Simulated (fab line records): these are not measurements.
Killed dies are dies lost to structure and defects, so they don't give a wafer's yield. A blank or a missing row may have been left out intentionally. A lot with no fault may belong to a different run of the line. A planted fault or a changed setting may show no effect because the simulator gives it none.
Which of the tools did it? + flow sky130 + 6 lots, 18 wafers sampled, at 1 step of a route of 708

== WHAT EACH GAUGE READ, for each wafer ==
SKY_METAL1_RS_MEAS_05: the measuring method here is four-point-probe.
| lot  | measured     | on           | METAL1_ALCU_RS (ohm/sq) |
|------|--------------|--------------|-------------------------|
| L156 | day 32 01:32 | filmMetro-04 | 0.1303 0.1311 0.1272    |
| L161 | day 34 04:30 | filmMetro-01 | 0.1300 0.1281 0.1279    |
| L164 | day 34 21:40 | filmMetro-02 | 0.1253 0.1269 0.1246    |
| L168 | day 36 03:08 | filmMetro-01 | 0.1239 0.1256 0.1244    |
| L172 | day 37 02:58 | filmMetro-02 | 0.1272 0.1306 0.1304    |
| L175 | day 38 05:19 | filmMetro-02 | 0.1264 0.1255 0.1259    |

== EACH LOT AND THE TOOL THAT RAN IT (in order: tool; ch and the chambers of the sampled wafers; start) ==
The record shows no process step preceding these readings.

== THE ANSWER, worked out from the rows above alone ==
Rule: the lots themselves supply what counts as usual. The widest of any qualifying gaps counts: lots, ordered by their means at a reading, are off when they make up no more than a third of the lots, leave a main group of 4 or more, and stand apart from it by 3 or more times the standard deviation of that group's means. The tables above print the reading to a certain number of digits; a main group whose means all agree to those digits is not used. A lot without any number at a reading at which 4 lots or more have one is off too. The other lots that the step has rows for count as sound.
No lot is off on any of the readings shown, so nothing can be concluded from this.

== WHAT WAS PUT IN BY THE SIMULATOR ==
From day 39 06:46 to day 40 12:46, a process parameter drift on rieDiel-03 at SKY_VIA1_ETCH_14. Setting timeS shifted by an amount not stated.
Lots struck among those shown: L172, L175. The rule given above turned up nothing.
